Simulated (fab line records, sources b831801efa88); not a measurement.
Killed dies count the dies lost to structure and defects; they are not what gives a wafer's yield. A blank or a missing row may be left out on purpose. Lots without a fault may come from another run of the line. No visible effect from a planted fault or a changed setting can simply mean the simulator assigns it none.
fab line records | flow sky130
record: lots: 12 | wafers: 36 | lastDay: 50
route steps=708 shown FIELD_ISO@16 PWDE@54 VT_ADJUST_LVTN@104 PAD_OPEN@708
lots that met no fault: taken from a fault-free run of the same line
startH: start of the lot's first displayed wafer, in hours after the record's first day | waitH: how many hours have passed since the lot's step before this one | " the same as in the row above | L1.1+2: a single row standing in for several wafers | - value missing, or start not given | * or withheld: withheld | < > ~ a bound
route shown NAME@n: a module of which the file shows steps, and the number in the route of the first | usual: the fault-free wafers' mean and standard deviation | same: alike in all rows | chamber/n: place in a boat | sites: each site's reading | _std_site: how widely they spread, as a standard deviation | _edge_site: inner sites' mean taken away from outer sites' mean | radiusMm: how far each site lies from the wafer's centre | mask NAME#n: copy n | behind: the last tool/chamber to shape the wafer | hold: the reason the lot was held/the length of the hold in hours/how it ended | device: which transistor (n, p or np) failed to switch | end of line: the route-end tests of the same wafers | a step given without rows: its recipe and nothing more | killed: count of dies lost to structure and defects at first sort (not the wafer's yield) | map: shows each die of a wafer: x if killed, . if not, _ if none is there
set.NAME: the setting that was run; set.NAME@STEP: the one run at that earlier step | model.NAME: the simulator's own value behind a step, which no gauge read
route steps across a sampled set of lots; one table per step, one row per wafer
services: a tool's chamber out of use, with start hour (startH, from the record's first day; less than 0 if before it), hours out, and reason
== steps ==
step: SKY_FIELD_ISO_ETCH_15
recipe: chemistry: CHF3/O2 | targetDepthNm: 180 | stopOn: Si | sourceW: 600 | biasW: 200 | pressureMtorr: 40 | chf3FlowSccm: 50 | O2_flow_sccm: 5 | timeS: 72
usual: O2_flow_sccm: 5.000/0.014 | biasW: 200.0/0.63 | drypumpMotorCurrentA: 5.7/0.48 | oesProductAu: 0.946/0.0069 | rfFwdPowerW: 595.9/2.2 | throttleValvePct: 8.844/0.0099
lot.wafer | tool       | chamber | startH | waitH | O2_flow_sccm | biasW | drypumpMotorCurrentA | oesProductAu | rfFwdPowerW | rfHoursCounterH | throttleValvePct
L839.1    | rieDiel-03 | 1       | 32.80  | 0.0   | 4.990        | 199.4 | 6.1                  | 0.945        | 598.0       | 136             | 8.851
L839.2    | "          | 2       | "      | "     | 5.022        | 199.2 | 5.4                  | 0.946        | 595.9       | 120             | 8.835
L839.6    | "          | 0       | "      | "     | 5.015        | 200.6 | 5.8                  | 0.945        | 597.8       | -               | 8.832
L840.1    | rieDiel-02 | 3       | 39.18  | 0.0   | 5.027        | 201.4 | 5.5                  | 0.952        | 598.9       | 9               | 8.837
L840.3    | "          | 2       | "      | "     | 5.002        | 200.1 | 5.1                  | 0.948        | 596.2       | 106             | 8.850
L840.4    | "          | 0       | "      | "     | 4.997        | 200.4 | 5.9                  | 0.949        | 599.0       | 23              | 8.844
L842.4    | rieDiel-01 | 2       | 51.98  | 0.0   | 5.007        | 200.8 | 5.0                  | 0.953        | 595.3       | 8               | 8.840
L842.5    | "          | 2       | "      | "     | 5.004        | 200.2 | 5.0                  | 0.937        | 596.2       | -               | 8.841
L842.6    | "          | 1       | "      | "     | 5.009        | 200.1 | 5.4                  | 0.947        | 598.8       | -               | 8.869
L850.1    | rieDiel-01 | 2       | 91.00  | 0.0   | 5.001        | 200.1 | 5.0                  | 0.952        | 593.3       | 9               | 8.849
L850.4    | "          | 0       | "      | "     | 4.982        | 200.2 | 5.9                  | 0.944        | 596.0       | 52              | 8.845
L850.6    | "          | 3       | "      | "     | 4.999        | 200.9 | 6.3                  | 0.946        | 596.8       | -               | 8.826
L851.1    | rieDiel-01 | 0       | 96.35  | 0.0   | 5.015        | 201.0 | 5.9                  | 0.939        | 592.4       | 52              | 8.824
L851.2    | "          | 1       | "      | "     | 5.006        | 200.9 | 5.4                  | 0.938        | 593.9       | 87              | 8.837
L851.6    | "          | 1       | "      | "     | 5.020        | 200.8 | 5.4                  | 0.944        | 594.5       | -               | 8.840
L855.1    | rieDiel-02 | 1       | 118.93 | 0.0   | 5.011        | 199.2 | 5.5                  | 0.939        | 595.7       | 117             | 8.836
L855.4    | "          | 2       | "      | "     | 5.002        | 200.1 | 5.1                  | 0.947        | 596.5       | 108             | 8.858
L855.5    | "          | 3       | "      | "     | 4.997        | 200.1 | 5.5                  | 0.942        | 596.7       | -               | 8.847
L856.1    | rieDiel-03 | 1       | 125.50 | 0.0   | 5.014        | 201.5 | 6.1                  | 0.954        | 597.8       | 138             | 8.834
L856.5    | "          | 0       | "      | "     | 4.998        | 199.4 | 5.8                  | 0.955        | 596.7       | -               | 8.851
L856.6    | "          | 1       | "      | "     | 5.006        | 200.8 | 6.1                  | 0.939        | 596.7       | -               | 8.850
L857.4    | rieDiel-01 | 3       | 131.39 | 0.0   | 4.978        | 199.3 | 6.3                  | 0.962        | 597.2       | 7               | 8.858
L857.5    | "          | 1       | "      | "     | 4.997        | 200.7 | 5.4                  | 0.955        | 593.7       | -               | 8.865
L857.6    | "          | 0       | "      | "     | 5.001        | 200.1 | 5.9                  | 0.952        | 595.3       | -               | 8.840
L858.3    | rieDiel-02 | 0       | 135.54 | 0.0   | 5.002        | 200.2 | 5.9                  | 0.952        | 594.8       | 25              | 8.847
L858.4    | "          | 3       | "      | "     | 4.987        | 200.0 | 5.5                  | 0.957        | 600.2       | 10              | 8.839
L858.6    | "          | 2       | "      | "     | 5.006        | 199.8 | 5.1                  | 0.951        | 596.6       | -               | 8.850
L859.2    | rieDiel-01 | 1       | 141.14 | 0.0   | 4.975        | 200.6 | 5.4                  | 0.941        | 594.2       | 88              | 8.829
L859.3    | "          | 2       | "      | "     | 4.994        | 200.1 | 5.0                  | 0.944        | 597.4       | 10              | 8.856
L859.6    | "          | 0       | "      | "     | 4.992        | 199.9 | 5.9                  | 0.955        | 594.9       | -               | 8.854
L860.2    | rieDiel-03 | 3       | 143.50 | 0.0   | 5.015        | 200.9 | 6.7                  | 0.935        | 592.7       | 55              | 8.850
L860.4    | "          | 2       | "      | "     | 4.991        | 200.2 | 5.4                  | 0.949        | 596.3       | -               | 8.857
L860.6    | "          | 3       | "      | "     | 4.993        | 200.4 | 6.7                  | 0.954        | 590.1       | -               | 8.848
L861.1    | rieDiel-01 | 3       | 148.10 | 0.0   | 5.010        | 199.1 | 6.4                  | 0.952        | 598.1       | 8               | 8.853
L861.2    | "          | 1       | "      | "     | 5.017        | 200.4 | 5.4                  | 0.962        | 596.6       | 89              | 8.840
L861.6    | "          | 3       | "      | "     | 5.008        | 199.3 | 6.4                  | 0.955        | 598.2       | -               | 8.862
step: SKY_FIELD_ISO_WET_ETCH_29
recipe: chemistry: H3PO4 | targetDepthNm: 160 | target: Si3N4 | tempC: 160 | timeS: 1825
usual: bathGuardTempC: 159.8/0.58 | bathHeatDutyPct: 25.2/2.6
lot.wafer | tool        | chamber | startH | waitH | bathGuardTempC | bathHeatDutyPct
L839.1    | wetBench-02 | 0       | 38.46  | 0.0   | 159.8          | 26.0
L839.2    | "           | 0       | "      | "     | 159.8          | 26.1
L839.6    | "           | 0       | "      | "     | 160.0          | 27.1
L840.1    | wetBench-03 | 1       | 43.55  | 0.0   | 160.6          | 24.2
L840.3    | "           | 1       | "      | "     | 160.6          | 24.8
L840.4    | "           | 1       | "      | "     | 160.7          | 24.1
L842.4    | wetBench-02 | 2       | 56.55  | 0.0   | 160.2          | 26.0
L842.5    | "           | 2       | "      | "     | 160.3          | 23.9
L842.6    | "           | 2       | "      | "     | 160.1          | 24.0
L850.1    | wetBench-02 | 1       | 96.17  | 0.0   | -              | -
L850.4    | "           | 1       | "      | "     | -              | -
L850.6    | "           | 1       | "      | "     | -              | -
L851.1    | wetBench-03 | 1       | 105.94 | 0.0   | -              | -
L851.2    | "           | 1       | "      | "     | -              | -
L851.6    | "           | 1       | "      | "     | -              | -
L855.1    | wetBench-02 | 3       | 122.90 | 0.0   | 158.5          | 21.0
L855.4    | "           | 3       | "      | "     | 158.5          | 22.5
L855.5    | "           | 3       | "      | "     | 158.6          | 22.8
L856.1    | wetBench-03 | 0       | 129.19 | 0.0   | 160.0          | 22.1
L856.5    | "           | 0       | "      | "     | 160.1          | 22.0
L856.6    | "           | 0       | "      | "     | 160.1          | 23.0
L857.4    | wetBench-02 | 2       | 135.14 | 0.0   | 160.3          | 25.4
L857.5    | "           | 2       | "      | "     | 160.5          | 23.7
L857.6    | "           | 2       | "      | "     | 160.3          | 25.3
L858.3    | wetBench-02 | 0       | 139.82 | 0.0   | 159.9          | 26.0
L858.4    | "           | 0       | "      | "     | 159.9          | 26.3
L858.6    | "           | 0       | "      | "     | 160.3          | 28.8
L859.2    | wetBench-03 | 3       | 145.40 | 0.0   | 160.3          | 28.1
L859.3    | "           | 3       | "      | "     | 159.7          | 29.3
L859.6    | "           | 3       | "      | "     | 160.0          | 31.1
L860.2    | wetBench-03 | 0       | 147.56 | 0.0   | 159.9          | 21.5
L860.4    | "           | 0       | "      | "     | 160.1          | 21.0
L860.6    | "           | 0       | "      | "     | 160.1          | 21.3
L861.1    | wetBench-02 | 3       | 153.45 | 0.0   | 158.7          | 22.8
L861.2    | "           | 3       | "      | "     | 158.6          | 20.8
L861.6    | "           | 3       | "      | "     | 158.6          | 19.9
step: SKY_PWDE_STRIP_09
recipe: chemistry: O2/N2 | powerW: 1400 | pressureMtorr: 1500 | platenTempC: withheld | o2FlowSccm: 3000 | n2FlowSccm: 300 | overashFraction: 0.5
usual: drypumpMotorCurrentA: 5.6/0.33 | oesProductAu: 0.723/0.0041 | stripTimeToEndpointS: 36.91/0.087
lot.wafer | tool           | chamber | startH | waitH | drypumpMotorCurrentA | oesProductAu | rfHoursCounterH | stripTimeToEndpointS
L839.1    | plasmaAsher-03 | 1       | 73.50  | 0.1   | 6.1                  | 0.722        | 39              | 36.93
L839.2    | "              | 0       | "      | "     | 5.7                  | 0.722        | 39              | 36.93
L839.6    | "              | 0       | "      | "     | 5.7                  | 0.724        | -               | 36.93
L840.1    | plasmaAsher-03 | 1       | 79.80  | 0.1   | 6.1                  | 0.728        | 39              | 36.87
L840.3    | "              | 1       | "      | "     | 6.1                  | 0.723        | -               | 36.81
L840.4    | "              | 0       | "      | "     | 5.7                  | 0.721        | -               | 36.93
L842.4    | plasmaAsher-01 | 0       | 93.36  | 0.1   | 5.6                  | 0.716        | -               | 36.98
L842.5    | "              | 0       | "      | "     | 5.6                  | 0.726        | -               | 36.94
L842.6    | "              | 1       | "      | "     | 5.2                  | 0.725        | -               | 36.88
L855.1    | plasmaAsher-02 | 1       | 165.82 | 0.1   | 5.9                  | 0.725        | 48              | 36.88
L855.4    | "              | 0       | "      | "     | 5.1                  | 0.720        | -               | 36.86
L855.5    | "              | 1       | "      | "     | 5.9                  | 0.728        | -               | 36.86
L856.1    | plasmaAsher-01 | 0       | 172.00 | 0.1   | 5.5                  | 0.718        | 46              | 36.85
L856.5    | "              | 0       | "      | "     | 5.6                  | 0.724        | -               | 36.86
L856.6    | "              | 1       | "      | "     | 5.2                  | 0.726        | -               | 36.94
L857.4    | plasmaAsher-02 | 1       | 178.51 | 0.1   | 5.9                  | 0.718        | -               | 36.75
L857.5    | "              | 1       | "      | "     | 5.9                  | 0.724        | -               | 36.79
L857.6    | "              | 0       | "      | "     | 5.1                  | 0.721        | -               | 36.86
L858.3    | plasmaAsher-01 | 0       | 183.09 | 0.1   | 5.6                  | 0.717        | -               | 36.68
L858.4    | "              | 1       | "      | "     | 5.2                  | 0.724        | -               | 36.85
L858.6    | "              | 1       | "      | "     | 5.2                  | 0.720        | -               | 36.81
L859.2    | plasmaAsher-01 | 0       | 189.62 | 0.1   | 5.5                  | 0.725        | 48              | 36.98
L859.3    | "              | 0       | "      | "     | 5.5                  | 0.717        | -               | 36.94
L859.6    | "              | 0       | "      | "     | 5.6                  | 0.726        | -               | 36.92
L860.2    | plasmaAsher-01 | 0       | 191.17 | 0.1   | 5.6                  | 0.724        | 48              | 36.67
L860.4    | "              | 1       | "      | "     | 5.2                  | 0.731        | -               | 36.89
L860.6    | "              | 0       | "      | "     | 5.6                  | 0.718        | -               | 36.81
L861.1    | plasmaAsher-03 | 0       | 196.07 | 0.1   | 5.7                  | 0.721        | 8               | 37.03
L861.2    | "              | 1       | "      | "     | 6.0                  | 0.722        | 8               | 37.00
L861.6    | "              | 1       | "      | "     | 6.0                  | 0.721        | -               | 36.97
step: SKY_VT_ADJUST_LVTN_OVL_MEAS_07
usual: VT_ADJUST_LVTN_OVL: 1.5/1.4
lot.wafer | tool       | chamber | startH | waitH | VT_ADJUST_LVTN_OVL[nm]
L839.1    | overlay-02 | -       | 148.38 | -     | 1.7
L839.2    | "          | -       | "      | "     | 2.0
L839.6    | "          | -       | "      | "     | 2.8
L840.1    | overlay-01 | -       | 155.59 | -     | 1.2
L840.3    | "          | -       | "      | "     | -0.8
L840.4    | "          | -       | "      | "     | 0.6
L842.4    | overlay-01 | -       | 172.10 | -     | 0.0
L842.5    | "          | -       | "      | "     | -1.0
L842.6    | "          | -       | "      | "     | 0.9
L855.1    | overlay-02 | -       | 254.58 | -     | 1.4
L855.4    | "          | -       | "      | "     | 2.2
L855.5    | "          | -       | "      | "     | 1.5
L856.1    | overlay-02 | -       | 262.28 | -     | 0.6
L856.5    | "          | -       | "      | "     | 1.5
L856.6    | "          | -       | "      | "     | 0.3
L857.4    | overlay-02 | -       | 270.10 | -     | 3.3
L857.5    | "          | -       | "      | "     | 2.5
L857.6    | "          | -       | "      | "     | 3.7
L858.3    | overlay-01 | -       | 275.20 | -     | 2.7
L858.4    | "          | -       | "      | "     | 3.3
L858.6    | "          | -       | "      | "     | 3.6
L859.2    | overlay-02 | -       | 283.53 | -     | 3.9
L859.3    | "          | -       | "      | "     | 3.4
L859.6    | "          | -       | "      | "     | 4.3
L860.2    | overlay-01 | -       | 286.54 | -     | -0.7
L860.4    | "          | -       | "      | "     | 0.8
L860.6    | "          | -       | "      | "     | -0.5
L861.1    | overlay-01 | -       | 293.39 | -     | 0.0
L861.2    | "          | -       | "      | "     | 0.9
L861.6    | "          | -       | "      | "     | 0.6
step: SKY_PAD_OPEN_PROBE_99
usual: killed_at_M0_to_M3: 44/7.3 | killed_at_M4_up: 3.3/1.8 | killedAtContacts: 24/5.3 | killedAtFrontEnd: 16/5 | killedAtOther: 0.2/0.51 | killedDies: 87/10 | killedOnRim: 17/3.9 | killedOpen: 47/7.5 | killedShort: 40/6.3
same: grossDies: 492 | killedAtBackSide: 0
lot.wafer | tool      | chamber | startH  | waitH | killed_at_M0_to_M3 | killed_at_M4_up | killedAtContacts | killedAtFrontEnd | killedAtOther | killedDies | killedOnRim | killedOpen | killedShort
L839.1    | prober-01 | -       | 1089.84 | 0.1   | 49                 | 3               | 17               | 18               | 0             | 87         | 12          | 51         | 36
L839.2    | prober-01 | -       | 1089.89 | 0.1   | 37                 | 4               | 27               | 11               | 0             | 79         | 21          | 44         | 35
L839.6    | prober-01 | -       | 1090.09 | 0.2   | 42                 | 6               | 22               | 21               | 1             | 92         | 19          | 51         | 41
L850.1    | prober-02 | -       | 1155.40 | 0.1   | 41                 | 3               | 21               | 427              | 0             | 492        | 96          | 39         | 43
L850.4    | prober-02 | -       | 1155.55 | 0.2   | 36                 | 2               | 20               | 434              | 0             | 492        | 96          | 39         | 33
L850.6    | prober-02 | -       | 1155.65 | 0.2   | 34                 | 3               | 23               | 432              | 0             | 492        | 96          | 49         | 35
L851.1    | prober-01 | -       | 1166.36 | 0.1   | 54                 | 1               | 30               | 407              | 0             | 492        | 96          | 64         | 46
L851.2    | prober-01 | -       | 1166.41 | 0.1   | 47                 | 0               | 28               | 417              | 0             | 492        | 96          | 56         | 40
L851.6    | prober-01 | -       | 1166.61 | 0.2   | 45                 | 5               | 27               | 415              | 0             | 492        | 96          | 54         | 44
L856.1    | prober-02 | -       | 1182.26 | 0.1   | 44                 | 3               | 23               | 19               | 0             | 89         | 10          | 52         | 35
L856.5    | prober-02 | -       | 1182.46 | 0.2   | 45                 | 5               | 22               | 15               | 0             | 87         | 16          | 56         | 31
L856.6    | prober-02 | -       | 1182.51 | 0.2   | 42                 | 1               | 25               | 9                | 0             | 77         | 14          | 45         | 32
L860.2    | prober-02 | -       | 1200.61 | 0.1   | 45                 | 2               | 30               | 24               | 1             | 102        | 15          | 51         | 51
L860.4    | prober-02 | -       | 1200.71 | 0.2   | 45                 | 2               | 30               | 19               | 0             | 96         | 24          | 61         | 35
L860.6    | prober-02 | -       | 1200.81 | 0.2   | 61                 | 3               | 21               | 26               | 0             | 111        | 21          | 62         | 49
killed by level:class
L839.1 VIA1:geometricParticle:short=9 VIA1:geometricParticle:open=9 VIA3:geometricParticle:open=9 LI_CONTACT:geometricParticle:open=7 VIA2:geometricParticle:open=6 POLY_GATE:geometricParticle:open=5 CONTACT:geometricParticle:open=5 VIA3:geometricParticle:short=5
L839.2 CONTACT:geometricParticle:open=10 VIA3:geometricParticle:open=7 LI_CONTACT:geometricParticle:open=6 CONTACT:geometricParticle:short=6 VIA1:geometricParticle:open=6 VIA1:geometricParticle:short=5 VIA2:geometricParticle:open=5 FIELD_ISO:geometricParticle:open=4
L839.6 CONTACT:geometricParticle:open=10 VIA3:geometricParticle:open=8 VIA1:geometricParticle:open=7 FIELD_ISO:geometricParticle:short=6 VIA2:geometricParticle:open=6 POLY_GATE:geometricParticle:open=5 METAL1:geometricParticle:short=5 LI_CONTACT:geometricParticle:open=4
L850.1 FIELD_ISO:areaEtch=410 VIA1:geometricParticle:open=9 LI_CONTACT:geometricParticle:open=7 METAL2:geometricParticle:short=7 CONTACT:geometricParticle:open=6 VIA2:geometricParticle:open=5 VIA3:geometricParticle:open=5 FIELD_ISO:geometricParticle:short=4
L850.4 FIELD_ISO:areaEtch=420 METAL2:geometricParticle:short=8 VIA1:geometricParticle:open=7 POLY_GATE:geometricParticle:open=5 VIA3:geometricParticle:open=5 LI_CONTACT:geometricParticle:open=4 LOCAL_INTERCONNECT:geometricParticle:short=4 CONTACT:geometricParticle:open=4
L850.6 FIELD_ISO:areaEtch=408 LI_CONTACT:geometricParticle:open=11 VIA1:geometricParticle:short=7 VIA1:geometricParticle:open=6 FIELD_ISO:geometricParticle:open=5 VIA2:geometricParticle:open=5 POLY_CUT:geometricParticle:open=4 CONTACT:geometricParticle:open=4
L851.1 FIELD_ISO:areaEtch=382 CONTACT:geometricParticle:open=13 VIA1:geometricParticle:open=13 VIA2:geometricParticle:open=9 VIA3:geometricParticle:open=9 FIELD_ISO:geometricParticle:open=7 METAL2:geometricParticle:short=7 LI_CONTACT:geometricParticle:open=6
L851.2 FIELD_ISO:areaEtch=396 CONTACT:geometricParticle:open=11 LI_CONTACT:geometricParticle:open=10 VIA1:geometricParticle:open=10 METAL2:geometricParticle:short=9 VIA3:geometricParticle:open=8 FIELD_ISO:geometricParticle:short=6 FIELD_ISO:geometricParticle:open=6
L851.6 FIELD_ISO:areaEtch=394 LI_CONTACT:geometricParticle:open=9 VIA1:geometricParticle:open=9 CONTACT:geometricParticle:short=7 VIA2:geometricParticle:open=7 FIELD_ISO:geometricParticle:short=6 METAL2:geometricParticle:short=6 VIA3:geometricParticle:open=6
L856.1 VIA1:geometricParticle:open=12 FIELD_ISO:geometricParticle:open=9 CONTACT:geometricParticle:open=8 LI_CONTACT:geometricParticle:open=7 VIA3:geometricParticle:open=7 VIA2:geometricParticle:open=6 VIA1:geometricParticle:short=5 METAL1:geometricParticle:short=5
L856.5 VIA1:geometricParticle:open=12 METAL1:geometricParticle:short=7 VIA2:geometricParticle:open=7 LOCAL_INTERCONNECT:geometricParticle:short=6 CONTACT:geometricParticle:open=6 VIA3:geometricParticle:open=6 FIELD_ISO:geometricParticle:open=5 POLY_GATE:geometricParticle:open=5
L856.6 VIA1:geometricParticle:open=13 CONTACT:geometricParticle:open=8 VIA3:geometricParticle:open=7 LI_CONTACT:geometricParticle:open=6 METAL1:geometricParticle:short=6 CONTACT:geometricParticle:short=5 VIA2:geometricParticle:open=5 LOCAL_INTERCONNECT:geometricParticle:short=4
L860.2 LI_CONTACT:geometricParticle:open=11 VIA1:geometricParticle:short=11 VIA1:geometricParticle:open=11 FIELD_ISO:geometricParticle:short=9 CONTACT:geometricParticle:open=9 VIA3:geometricParticle:open=7 METAL1:geometricParticle:short=6 FIELD_ISO:geometricParticle:open=5
L860.4 VIA1:geometricParticle:open=16 CONTACT:geometricParticle:open=13 METAL2:geometricParticle:short=6 VIA2:geometricParticle:open=6 POLY_GATE:geometricParticle:open=5 CONTACT:geometricParticle:short=5 FIELD_ISO:geometricParticle:open=4 POLY_GATE:geometricParticle:short=4
L860.6 VIA2:geometricParticle:open=10 VIA1:geometricParticle:open=10 VIA3:geometricParticle:open=9 FIELD_ISO:geometricParticle:open=8 LI_CONTACT:geometricParticle:open=8 CONTACT:geometricParticle:open=8 METAL3:geometricParticle:short=7 METAL1:geometricParticle:short=6
== services ==
tool           | chamber | startH | hours | kind
wetBench-03    | -       | 15.42  | 3.6   | repair
plasmaAsher-01 | -       | 34.62  | 4.3   | pm
rieDiel-03     | 0       | 43.35  | -     | clean
rieDiel-03     | 0       | 43.35  | 24.6  | scheduledDown
rieDiel-03     | 0       | 43.35  | 24.6  | ventCycle
rieDiel-02     | 3       | 46.20  | 2.3   | repair
plasmaAsher-02 | -       | 53.30  | 5.4   | repair
rieDiel-02     | -       | 61.80  | 14.6  | pm
rieDiel-02     | 0       | 78.88  | 2.3   | repair
rieDiel-03     | 3       | 80.64  | 6.9   | repair
rieDiel-02     | 3       | 98.63  | 3.7   | repair
rieDiel-03     | 2       | 101.05 | 3.0   | repair
plasmaAsher-03 | -       | 104.93 | 4.3   | pm
wetBench-03    | -       | 106.45 | 4.4   | pm
plasmaAsher-03 | -       | 109.26 | 9.0   | pm
plasmaAsher-03 | 0       | 109.26 | 9.0   | ventCycle
plasmaAsher-03 | 1       | 109.26 | 9.0   | ventCycle
rieDiel-03     | 3       | 111.80 | 4.2   | repair
rieDiel-03     | 2       | 112.90 | 4.5   | repair
plasmaAsher-02 | -       | 123.66 | 3.7   | repair
rieDiel-03     | 0       | 142.81 | 5.3   | repair
plasmaAsher-01 | -       | 145.38 | 26.5  | repair
plasmaAsher-03 | -       | 161.29 | 8.1   | repair
rieDiel-02     | 3       | 192.86 | 8.1   | repair
== key ==
firstSign: step: SKY_FIELD_ISO_WET_ETCH_29 | reading: toolRecord | direction: missing
effect: step: SKY_PAD_OPEN_PROBE_99 | reading: killedAtFrontEnd | direction: up | sigmas: 82 | usual: 16 | struck: 422
moreKillsBornAt: SKY_FIELD_ISO_WET_ETCH_29@wetBench-02: 1238 | SKY_FIELD_ISO_WET_ETCH_29@wetBench-03: 1172
metAt SKY_FIELD_ISO_WET_ETCH_29
struckLots L850,L851
laterRowsLeftOut L850.1,L850.4,L850.6,L851.1,L851.2,L851.6
testerLeftOut L850,L851
notActingAt SKY_FIELD_ISO_ETCH_15,SKY_PWDE_STRIP_09,SKY_VT_ADJUST_LVTN_OVL_MEAS_07
onsetBetween 56.55 96.17
fault: kind: skippedStepWhole | tool: wetBench-02,wetBench-03 | chamber: - | onsetH: 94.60 | steps: SKY_FIELD_ISO_WET_ETCH_29 | scope: struckLotsOnly
testerLeftOut: of these lots the tester's yield and bins aren't shown, on N5 and GAA mostly nor the transistor test; their killed dies are dies lost to structure and defects alone, not to doping, threshold or leakage, so they don't give the yield
laterRowsLeftOut: the simulator's readings of these wafers behind a module that went badly wrong aren't trusted and aren't shown, but for the sort
